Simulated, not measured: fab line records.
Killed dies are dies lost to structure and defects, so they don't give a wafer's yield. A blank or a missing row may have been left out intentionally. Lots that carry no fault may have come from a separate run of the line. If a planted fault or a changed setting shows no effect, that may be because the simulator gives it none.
Matching of chambers	flow sky130	SKY_CONTACT_CMP_04 on cmp-02 has 4 sister chambers
The step polishes SiO2. 4 wafers are shown with their chamber, then 12 later ones without.

## WAFERS PAIRED WITH THEIR CHAMBERS
wafer	chamber	motor current A (A)
L081.6	1	11.4
L088.5	3	10.6
L090.4	0	12.2
L090.5	2	13.4

## WAFERS WHOSE CHAMBER IS MISSING
wafer	motor current A (A)
L091.3	11.6
L091.4	13.8
L091.5	11.5
L097.2	10.3
L097.3	12.9
L097.5	10.0
L096.1	12.8
L096.2	9.6
L096.6	10.4
L095.2	12.7
L095.4	11.1
L095.6	12.0

## CHAMBER TAKEN BY EACH
wafer	from the rows above	in truth
L091.3	can't be placed: 1 or 0 or 3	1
L091.4	2	2
L091.5	can't be placed: 1 or 0 or 3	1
L097.2	can't be placed: 3 or 1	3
L097.3	can't be placed: 2 or 0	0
L097.5	can't be placed: 3 or 1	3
L096.1	can't be placed: 2 or 0 or 1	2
L096.2	can't be placed: 3 or 1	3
L096.6	can't be placed: 3 or 1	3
L095.2	can't be placed: 0 or 2 or 1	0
L095.4	can't be placed: 1 or 3 or 0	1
L095.6	can't be placed: 0 or 1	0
1 of 12 placed correctly. Not placeable from these rows: 11 (in 11, the candidates include the true chamber). Wrongly placed: 0.
How it was worked out, from the rows above alone: a wafer's distance from a chamber is the root of the sum, over the readings, of the square of ((its reading less the chamber's mean) divided by the reading's scatter). The wafer belongs to the nearest chamber; if the next one is less than 2 further off, it can't be placed. The mean given for a chamber averages the wafers shown for that chamber. The scatter: root of mean squared gap, hidden wafer to nearest shown wafer, with one shown wafer a chamber.
